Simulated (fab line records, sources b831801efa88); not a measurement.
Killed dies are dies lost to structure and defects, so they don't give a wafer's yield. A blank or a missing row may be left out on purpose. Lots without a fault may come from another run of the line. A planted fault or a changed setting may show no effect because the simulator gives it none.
fab line records | flow sfq_line
record lots=14 wafers=42 last_day=96
route steps=325 shown M3@129 I4@164 I6@268 I7@296
lots that met no fault: from a run of the same line without faults
start_h: hours from the record's first day to the start of the lot's first wafer shown | wait_h: hours since the lot's step before | " the same as in the row above | L1.1+2: a row that stands for several wafers | - no value, or no start given | * or withheld: withheld | < > ~ a bound
route shown NAME@n: a module of which the file shows steps, and the number in the route of the first | usual: mean/standard deviation of fault-free wafers | same: alike in all rows | chamber/n: place in a boat | sites: the reading at each site | _std_site: their standard deviation | _edge_site: outer sites' mean less inner sites' | radius_mm: how far each site lies from the wafer's centre | mask NAME#n: copy n | behind: the tool/chamber that last shaped the wafer | hold: why the lot was held/for how many hours/how that ended | device: the transistor (n, p or np) that didn't switch | end of line: the same wafers' tests at the end of the route | a step without rows: its recipe alone | killed: dies lost to structure and defects at the first sort, not the wafer's yield | map: a wafer's dies, x killed, . not, _ none there
set.NAME: the setting as run; set.NAME@STEP: as run at that earlier step | model.NAME: the simulator's own value behind a step, which no gauge read
steps of the route over a sample of lots; a table a step, a row a wafer
services: from which hour (start_h, from the record's first day; less than 0 if before it) a tool's chamber was out of use, for how many hours, and why
## steps
# step SFQ_TRILAYER_M3_BARC_OPEN_METAL_ETCH_100
# recipe mask_material=PR chemistry=O2 target_depth_nm=125 target=BARC icp_w=600 bias_w=80 pressure_mtorr=10 time_s=41.7
# usual drypump_motor_current_A=5.9/0.33 oes_product_au=0.685/0.0047
# columns lot.wafer tool chamber start_h wait_h drypump_motor_current_A oes_product_au rf_hours_counter_h
L461.1 rie_metal-04 0 1024.97 0.0 5.7 0.687 110
L461.5 " 1 " " 6.4 0.684 -
L461.6 " 0 " " 5.7 0.687 -
L462.1 rie_metal-01 0 1028.69 0.0 5.7 0.682 58
L462.5 " 0 " " 5.6 0.688 -
L462.6 " 1 " " 5.9 0.678 -
L464.1 rie_metal-04 0 1053.51 0.0 5.7 0.681 115
L464.2 " 1 " " 6.4 0.690 82
L464.5 " 0 " " 5.7 0.685 -
L466.1 rie_metal-01 0 1071.60 0.0 5.6 0.690 66
L466.4 " 0 " " 5.6 0.685 -
L466.6 " 1 " " 5.9 0.685 -
L467.3 rie_metal-02 1 1083.44 0.0 6.0 0.679 -
L467.4 " 0 " " 5.5 0.691 -
L467.6 " 1 " " 6.0 0.682 -
L468.1 rie_metal-02 0 1095.42 0.0 5.5 0.680 85
L468.5 " 1 " " 6.0 0.691 -
L468.6 " 0 " " 5.5 0.679 -
L469.4 rie_metal-04 1 1101.50 0.1 6.3 0.679 -
L469.5 " 1 " " 6.3 0.688 -
L469.6 " 1 " " 6.3 0.683 -
L470.1 rie_metal-04 0 1109.82 0.0 5.6 0.677 0
L470.4 " 1 " " 6.4 0.679 -
L470.6 " 0 " " 5.6 0.676 -
L471.2 rie_metal-01 0 1112.40 0.0 5.6 0.690 70
L471.5 " 1 " " 5.8 0.681 -
L471.6 " 0 " " 5.6 0.692 -
L473.1 rie_metal-04 1 1130.26 0.0 6.4 0.684 96
L473.4 " 1 " " 6.4 0.688 -
L473.6 " 0 " " 5.7 0.687 -
L476.1 rie_metal-01 1 1278.96 0.0 5.9 0.688 6
L476.4 " 0 " " 5.6 0.694 -
L476.5 " 0 " " 5.7 0.693 -
L482.2 rie_metal-02 1 1353.76 0.0 6.0 0.680 -
L482.4 " 1 " " 6.0 0.674 -
L482.6 " 1 " " 6.0 0.683 -
L483.4 rie_metal-04 0 1362.28 0.0 5.7 0.688 -
L483.5 " 1 " " 6.4 0.683 -
L483.6 " 0 " " 5.7 0.678 -
L484.2 rie_metal-01 1 1370.66 0.0 5.9 0.686 15
L484.5 " 1 " " 5.9 0.692 -
L484.6 " 0 " " 5.6 0.689 -
# step SFQ_TRILAYER_I4_CMP_CMP_100
# recipe material=SiO2 down_force_psi=3 platen_rpm=60 pad_velocity_m_s=0.94248
# usual head_pressure_psi=2.999/0.007 motor_current_A=10.1/1 time_to_endpoint_s=216/6.4
# columns lot.wafer tool chamber start_h wait_h head_pressure_psi motor_current_A time_to_endpoint_s
L461.1 cmp-02 1 1044.83 3.3 3.004 11.7 200
L461.6 " 3 1045.83 4.3 2.995 9.4 217
L461.5 " 0 " " 3.002 8.5 215
L462.1 cmp-02 1 1048.33 4.5 2.991 11.9 203
L462.6 " 2 " " 3.002 11.2 211
L462.5 " 3 " " 3.006 9.3 215
L464.1 cmp-02 1 1214.05 0.5 3.003 11.9 213
L464.2 " 3 1215.05 1.5 2.997 9.5 219
L464.5 " 1 1216.05 2.5 2.991 11.5 219
L466.4 cmp-01 1 1232.13 2.2 3.004 9.4 227
L466.1 " 3 1233.13 3.2 3.006 10.0 225
L466.6 " 0 " " 2.995 9.7 228
L467.4 cmp-02 3 1237.83 0.4 2.996 10.2 208
L467.3 " 2 1239.33 1.9 3.007 11.3 204
L467.6 " 3 " " 2.998 9.1 216
L468.1 cmp-01 2 1383.64 1.0 3.003 10.8 217
L468.5 " 1 1385.14 2.5 2.997 10.0 222
L468.6 " 2 " " 2.999 10.3 217
L469.4 cmp-01 3 1387.14 2.1 3.008 10.5 222
L469.6 " 1 1388.14 3.1 3.002 9.1 219
L469.5 " 2 " " 3.007 10.3 225
L470.4 cmp-01 1 1392.64 1.6 3.002 9.2 223
L470.1 " 2 " " 2.989 10.8 216
L470.6 " 1 1394.64 3.6 3.001 9.7 222
L471.2 cmp-01 0 1401.14 2.8 2.996 10.0 275
L471.5 " 0 1403.14 4.8 2.987 9.7 283
L471.6 " 1 " " 3.001 9.8 283
L473.4 cmp-02 0 1416.86 2.1 2.995 8.8 224
L473.1 " 1 " " 3.005 11.0 212
L473.6 " 2 " " 2.995 11.0 215
L476.1 cmp-01 3 1435.37 9.8 2.993 9.9 277
L476.4 " 2 1436.87 11.3 3.002 10.8 288
L476.5 " 0 1437.87 12.3 3.006 9.3 288
L482.2 cmp-01 1 1508.03 9.8 3.005 9.7 219
L482.4 " 2 " " 2.993 10.9 229
L482.6 " 1 1510.03 11.8 3.020 9.2 218
L483.4 cmp-02 3 1514.50 11.5 3.000 9.1 222
L483.5 " 2 1516.00 13.0 3.003 11.5 218
L483.6 " 3 " " 2.997 9.7 219
L484.2 cmp-02 2 1520.00 9.8 2.989 11.5 214
L484.6 " 2 1522.00 11.8 2.984 10.6 225
L484.5 " 3 " " 3.001 9.4 215
# step SFQ_TRILAYER_I4_METRO_MEASURE_101
# usual thk_nm=200.1/1
# columns lot.wafer tool chamber start_h wait_h thk_nm
L461.1 film_metro-02 - 1046.95 0.1 199.5
L461.5 " - " " 199.4
L461.6 " - " " 200.9
L462.1 film_metro-02 - 1049.95 0.1 200.4
L462.5 " - " " 199.7
L462.6 " - " " 199.5
L464.1 film_metro-03 - 1216.67 0.1 199.7
L464.2 " - " " 199.5
L464.5 " - " " 199.1
L466.1 film_metro-03 - 1234.75 0.1 201.5
L466.4 " - " " 202.2
L466.6 " - " " 202.1
L467.3 film_metro-04 - 1241.35 0.5 201.6
L467.4 " - " " 200.8
L467.6 " - " " 201.0
L468.1 film_metro-04 - 1386.26 0.1 199.2
L468.5 " - " " 199.3
L468.6 " - " " 199.9
L469.4 film_metro-02 - 1389.86 0.6 198.9
L469.5 " - " " 200.2
L469.6 " - " " 200.1
L470.1 film_metro-02 - 1395.26 0.1 200.1
L470.4 " - " " 199.1
L470.6 " - " " 199.8
L471.2 film_metro-02 - 1404.46 0.3 305.5
L471.5 " - " " 306.9
L471.6 " - " " 307.1
L473.1 film_metro-02 - 1418.98 0.1 198.8
L473.4 " - " " 200.1
L473.6 " - " " 199.3
L476.1 film_metro-03 - 1438.49 0.1 305.6
L476.4 " - " " 309.0
L476.5 " - " " 309.3
L482.2 film_metro-02 - 1511.35 0.3 199.0
L482.4 " - " " 200.6
L482.6 " - " " 200.5
L483.4 film_metro-04 - 1517.72 0.6 200.3
L483.5 " - " " 200.1
L483.6 " - " " 199.7
L484.2 film_metro-04 - 1523.32 0.3 199.6
L484.5 " - " " 199.9
L484.6 " - " " 199.3
# step SFQ_TRILAYER_I4_VIA_ETCH_VIA_ETCH_106
# recipe target=SiO2 stop_on=Nb mask_material=PR taper_deg=20 chemistry=CHF3 target_depth_nm=260 source_w=500 bias_w=80 pressure_mtorr=30 time_s=withheld
# usual drypump_motor_current_A=5.9/0.43 oes_product_au=0.854/0.005
# columns lot.wafer tool chamber start_h wait_h drypump_motor_current_A oes_product_au
L461.1 rie_diel-03 2 1177.19 0.0 6.5 0.848
L461.5 " 1 " " 5.5 0.848
L461.6 " 2 " " 6.5 0.857
L462.1 rie_diel-04 2 1178.39 0.0 6.2 0.858
L462.5 " 3 " " 5.6 0.857
L462.6 " 0 " " 6.0 0.855
L464.1 rie_diel-03 0 1220.20 0.0 6.4 0.852
L464.2 " 3 " " 6.2 0.867
L464.5 " 1 " " 5.4 0.855
L466.1 rie_diel-01 3 1238.28 0.0 5.3 0.856
L466.4 " 0 " " 5.4 0.863
L466.6 " 1 " " 5.9 0.861
L467.3 rie_diel-01 3 1267.63 0.0 5.3 0.858
L467.4 " 1 " " 6.0 0.856
L467.6 " 0 " " 5.4 0.863
L468.1 rie_diel-03 3 1397.03 0.0 6.2 0.845
L468.5 " 3 " " 6.2 0.851
L468.6 " 2 " " 6.5 0.857
L469.4 rie_diel-04 0 1401.49 0.0 6.0 0.853
L469.5 " 3 " " 5.6 0.853
L469.6 " 2 " " 6.2 0.853
L470.1 rie_diel-01 0 1403.89 0.0 5.5 0.862
L470.4 " 2 " " 6.2 0.860
L470.6 " 0 " " 5.5 0.847
L471.2 rie_diel-01 3 1409.89 0.0 5.3 1.000
L471.5 " 3 " " 5.3 0.977
L471.6 " 0 " " 5.4 0.998
L473.1 rie_diel-04 1 1423.28 0.0 5.3 0.850
L473.4 " 0 " " 6.0 0.849
L473.6 " 1 " " 5.3 0.856
L476.1 rie_diel-04 0 1559.61 0.0 6.0 0.990
L476.4 " 2 " " 6.2 0.996
L476.5 " 0 " " 5.9 0.988
L482.2 rie_diel-04 1 1643.71 0.0 5.3 0.850
L482.4 " 3 " " 5.6 0.854
L482.6 " 0 " " 6.0 0.855
L483.4 rie_diel-04 2 1647.31 0.0 6.2 0.852
L483.5 " 2 " " 6.2 0.853
L483.6 " 1 " " 5.3 0.848
L484.2 rie_diel-03 0 1653.70 0.0 6.4 0.857
L484.5 " 2 " " 6.5 0.862
L484.6 " 1 " " 5.5 0.857
# step SFQ_I6_BOW_MEAS_941
# recipe mode=bow
# usual I6_BOW=7/12
# columns lot.wafer tool chamber start_h wait_h I6_BOW[um]
L461.1 film_metro-03 - 1733.55 2.0 4
L461.5 " - " " 8
L461.6 " - " " 3
L462.1 film_metro-04 - 1738.31 2.0 5
L462.5 " - " " 10
L462.6 " - " " 6
L464.1 film_metro-04 - 1753.95 2.0 -4
L464.2 " - " " 0
L464.5 " - " " 2
L466.1 film_metro-01 - 1773.11 1.0 4
L466.4 " - " " -1
L466.6 " - " " 14
L467.3 film_metro-03 - 1789.94 1.0 14
L467.4 " - " " 16
L467.6 " - " " 13
L468.1 film_metro-01 - 1804.33 1.5 13
L468.5 " - " " 4
L468.6 " - " " 3
L469.4 film_metro-03 - 1806.61 1.1 -9
L469.5 " - " " -2
L469.6 " - " " -3
L470.1 film_metro-03 - 1809.55 1.0 4
L470.4 " - " " 9
L470.6 " - " " -2
L471.2 film_metro-03 - 1812.57 2.0 18
L471.5 " - " " 29
L471.6 " - " " 22
L473.1 film_metro-03 - 1918.77 1.5 -10
L473.4 " - " " -11
L473.6 " - " " -23
L476.1 film_metro-04 - 1940.37 2.0 4
L476.4 " - " " -8
L476.5 " - " " -4
L482.2 film_metro-03 - 1991.18 2.5 0
L482.4 " - " " 20
L482.6 " - " " 0
L483.4 film_metro-01 - 2004.63 2.6 -5
L483.5 " - " " 1
L483.6 " - " " -4
L484.2 film_metro-03 - 2012.26 1.0 -7
L484.5 " - " " -13
L484.6 " - " " 3
# step SFQ_TRILAYER_I7_DEP_PECVD_183
# recipe material=SiO2 temp_c=150 time_s=111.11 pressure_torr=2.4 rf_w=183.3 precursor=SiH4/N2O target_thk_nm=500
# usual heater_power_w=82/12 susceptor_temp_C=150.00/0.16 throttle_valve_pct=24.5/1.3
# columns lot.wafer tool chamber start_h wait_h heater_power_w susceptor_temp_C throttle_valve_pct
L461.1 pecvd-01 0 1934.89 0.0 73 150.16 27.1
L461.5 " 2 " " 74 149.93 23.7
L461.6 " 0 " " 76 149.98 27.0
L462.1 pecvd-02 0 1955.29 0.0 85 150.19 25.6
L462.5 " 1 " " 69 149.74 23.5
L462.6 " 0 " " 88 150.10 25.5
L464.1 pecvd-01 0 1963.69 0.0 88 149.64 27.3
L464.2 " 1 " " 87 150.20 23.9
L464.5 " 2 " " 83 149.90 23.8
L466.1 pecvd-03 2 1978.09 0.0 97 149.87 22.5
L466.4 " 0 " " 62 150.09 23.2
L466.6 " 1 " " 89 149.90 23.5
L467.3 pecvd-02 1 1991.24 0.0 59 150.12 23.3
L467.4 " 2 " " 92 149.96 24.4
L467.6 " 0 " " 74 149.93 25.9
L468.1 pecvd-01 2 2003.65 0.0 83 150.24 23.8
L468.5 " 2 " " 69 150.43 23.9
L468.6 " 0 " " 84 149.71 27.2
L469.4 pecvd-03 0 2006.09 0.0 70 149.97 23.4
L469.5 " 1 " " 88 149.93 23.6
L469.6 " 2 " " 94 150.10 22.5
L470.1 pecvd-03 0 2009.65 0.0 68 149.86 23.4
L470.4 " 1 " " 101 149.98 23.4
L470.6 " 0 " " 54 149.98 23.4
L471.2 pecvd-02 2 2013.25 0.0 83 150.17 24.6
L471.5 " 2 " " 86 150.30 24.3
L471.6 " 1 " " 67 150.13 23.7
L473.1 pecvd-01 0 2026.45 0.0 83 150.06 27.2
L473.4 " 1 " " 98 149.99 23.6
L473.6 " 2 " " 79 150.04 23.7
L476.1 pecvd-02 0 2046.85 0.0 85 149.66 25.7
L476.4 " 2 " " 89 150.15 24.5
L476.5 " 0 " " 71 149.93 26.0
L482.2 pecvd-01 2 2187.60 0.0 81 150.21 23.7
L482.4 " 1 " " 96 150.06 23.7
L482.6 " 2 " " 83 149.88 23.8
L483.4 pecvd-03 1 2206.18 0.0 97 149.92 23.6
L483.5 " 1 " " 100 149.87 23.6
L483.6 " 0 " " 66 150.03 24.1
L484.2 pecvd-02 0 2209.74 0.0 81 149.92 26.9
L484.5 " 1 " " 62 150.15 23.8
L484.6 " 0 " " 83 150.01 26.8
## services
# columns tool chamber start_h hours kind
cmp-02 - 1005.30 3.9 repair
cmp-01 - 1005.55 3.5 repair
film_metro-02 - 1039.23 0.9 pm
cmp-01 - 1059.62 10.0 repair
cmp-02 - 1072.80 0.6 repair
cmp-02 - 1074.82 1.1 repair
cmp-01 - 1087.63 4.0 pm
cmp-02 - 1091.83 3.9 pm
cmp-01 - 1097.90 1.4 repair
cmp-01 - 1131.10 10.9 repair
cmp-01 - 1152.66 0.2 repair
film_metro-02 - 1166.96 1.0 pm
film_metro-02 - 1176.51 1.0 pm
film_metro-02 - 1219.13 0.4 pm
cmp-02 - 1224.24 1.5 repair
cmp-01 - 1250.48 4.0 pm
cmp-01 - 1255.09 0.8 repair
cmp-02 - 1258.09 4.0 pm
film_metro-02 - 1284.23 0.5 pm
cmp-02 - 1309.86 1.5 repair
cmp-02 - 1316.89 6.2 pm
cmp-02 - 1409.61 1.6 repair
cmp-02 - 1410.09 2.8 repair
film_metro-02 - 1412.29 1.2 pm
## key
first_sign step=SFQ_TRILAYER_I4_CMP_CMP_100 reading=time_to_endpoint_s direction=up sigmas=10 usual=* struck=*
effect step=SFQ_TRILAYER_I4_METRO_MEASURE_101 reading=thk_nm direction=up sigmas=99+ usual=200.1 struck=307.2
effect step=SFQ_TRILAYER_I4_VIA_ETCH_VIA_ETCH_106 reading=oes_product_au direction=up sigmas=27 usual=0.854 struck=0.991
met_at SFQ_TRILAYER_I4_CMP_CMP_100
struck_lots L471,L476
not_acting_at SFQ_TRILAYER_M3_BARC_OPEN_METAL_ETCH_100,SFQ_I6_BOW_MEAS_941,SFQ_TRILAYER_I7_DEP_PECVD_183
onset_between 1392.64 1401.14
fault kind=process_parameter_drift tool=cmp-01 chamber=- onset_h=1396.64 steps=SFQ_TRILAYER_I4_CMP_CMP_100 channel=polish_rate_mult offset=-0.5 shape=step end_h=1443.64
